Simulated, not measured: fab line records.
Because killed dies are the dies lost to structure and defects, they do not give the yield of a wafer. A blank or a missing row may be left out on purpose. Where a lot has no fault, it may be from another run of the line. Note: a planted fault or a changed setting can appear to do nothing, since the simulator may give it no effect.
A struck lot beside a sound one    flow sfq_line    20 steps out of a route of 325
Sound: these wafers, L878.1, L878.2, L878.3. The struck wafers were L891.2, L891.4, L891.5. The cause is given at the end.
For every step that has rows: the tool of each side, followed by ch and its chambers, followed by its first start. Under that, the readings that differ: sound wafers    struck wafers    difference of the means    sigmas: that difference in standard deviations of wafers without a fault.
alike: readings whose means differ by less than 2 such deviations, and words and numbers that are the same on both sides. not compared: withheld readings, readings that some wafer has no value for, bounds like >300 that may hide the same value, and numbers for which the record gives no deviation and whose values overlap.
A row with sigmas, a row that says differs or no value, or rows on one side alone: a step with any of these is where the two part. Numbers that have no deviation but don't overlap get no sigmas and don't part them. A reading missing from all wafers of one side parts the sides only when that side holds two or more wafers.

first, 3 steps without rows for these wafers: SFQ_TRILAYER_I0_VIA_LITHO_EXPOSE_032 (exposes mask I0, target cd 500 nm); SFQ_TRILAYER_I0_VIA_LITHO_PEB_034 (peb time 60 s); SFQ_TRILAYER_I0_VIA_LITHO_DEVELOP_033 (time 60 s).
SFQ_I0_OVL_MEAS_908:
  sound on overlay-01 at day 10 18:05; struck on overlay-01 at day 14 08:02
  alike: I0_OVL
SFQ_TRILAYER_I0_VIA_BARC_OPEN_VIA_ETCH_046: etches BARC in O2, target depth 125 nm, time 41.7 s.
  sound on rie_diel-03 ch 0,1,3, day 10 18:07; struck on rie_diel-01 ch 0,2, day 14 08:04
  alike: drypump_motor_current_A, oes_product_au
  not compared: rf_hours_counter_h
SFQ_TRILAYER_I0_VIA_ETCH_VIA_ETCH_034: etches SiO2 in CHF3, stops on Nb, target depth 260 nm.
  sound on rie_diel-03 ch 0,1,3, day 10 18:10; struck on rie_diel-01 ch 0,2, day 14 08:07
  alike: drypump_motor_current_A, oes_product_au
SFQ_TRILAYER_I0_VIA_STRIP_STRIP_035: strips in O2.
  sound on rie_metal-03 ch 0,1, day 10 18:17; struck on rie_metal-04 ch 0,1, day 14 08:14
reading                sound              struck             difference  sigmas
oes_product_au (a.u.)  0.995 0.986 0.989  1.003 1.015 1.008  +0.019      +2
  alike: drypump_motor_current_A
  not compared: rf_hours_counter_h
then, 2 steps without rows for these wafers: SFQ_TRILAYER_I0_VIA_STRIP_SOLV_CLEAN_036 (cleans in NMP, time 600 s); SFQ_TRILAYER_M1_DEP_PRE_CLEAN_038 (time 22.5 s).
SFQ_TRILAYER_M1_DEP_SPUTTER_037: material Nb, target thk 200 nm, time 133.3 s.
  sound on pvd_sputter-05 at day 10 19:05; struck on pvd_sputter-05 at day 14 09:02
  alike: substrate_temp_c, throttle_valve_pct
SFQ_M1_RS_MEAS_909: uses a four-point probe to measure.
  sound on film_metro-04 at day 10 19:10; struck on film_metro-03 at day 14 09:08
  alike: M1_NB_RS
SFQ_TRILAYER_M1_LITHO_COAT_044: resist thk 62 nm.
  sound on litho_track-01 ch 0, day 10 19:21; struck on litho_track-02 ch 0, day 14 09:21
reading                                               sound              struck            difference  sigmas
model.BARC_of_TRILAYER_M1_LITHO_COAT_044.thk_nm (nm)  62.06 62.13 62.09  62.9 62.69 62.95  +0.8        
then, 5 steps without rows for these wafers: SFQ_TRILAYER_M1_LITHO_COAT_039 (resist thk 600 nm); SFQ_TRILAYER_M1_LITHO_SOFTBAKE_043; SFQ_TRILAYER_M1_LITHO_EXPOSE_040 (exposes mask M1, target cd 500 nm); SFQ_TRILAYER_M1_LITHO_PEB_042 (peb time 60 s); SFQ_TRILAYER_M1_LITHO_DEVELOP_041 (time 60 s).
-- the record jumps here: 4 days lie between the struck wafers' starts before and after --
SFQ_M1_OVL_MEAS_911:
  sound on overlay-01 at day 14 09:14; struck on overlay-02 at day 18 15:08
  alike: M1_OVL
SFQ_TRILAYER_M1_BARC_OPEN_METAL_ETCH_054: etches BARC in O2, target depth 125 nm, time 41.7 s.
  sound on rie_metal-01 ch 0,1, day 14 09:16; struck on rie_metal-04 ch 1, day 18 15:10
reading                      sound              struck            difference  sigmas
drypump_motor_current_A (A)  5.5 5.5 5.4        6.2 6.2 6.2       +0.7        +2
model.etch.depth_nm (nm)     62.06 62.13 62.09  62.9 62.69 62.95  +0.8        
  alike: oes_product_au
  not compared: rf_hours_counter_h
SFQ_TRILAYER_M1_ETCH_METAL_ETCH_042: etches Nb in Cl2/Ar, stops on SiO2, target depth 240 nm, time 120 s.
  sound on rie_metal-01 ch 0,1, day 14 09:20; struck on rie_metal-04 ch 1, day 18 15:14
reading                      sound        struck       difference  sigmas
drypump_motor_current_A (A)  5.5 5.5 5.4  6.2 6.2 6.2  +0.7        +2
  alike: oes_product_au
  not compared: rf_hours_counter_h

## WHERE THEY PART
First at SFQ_TRILAYER_I0_VIA_STRIP_STRIP_035; last, within this record, at SFQ_TRILAYER_M1_ETCH_METAL_ETCH_042.

WHY: whatever the simulator had introduced
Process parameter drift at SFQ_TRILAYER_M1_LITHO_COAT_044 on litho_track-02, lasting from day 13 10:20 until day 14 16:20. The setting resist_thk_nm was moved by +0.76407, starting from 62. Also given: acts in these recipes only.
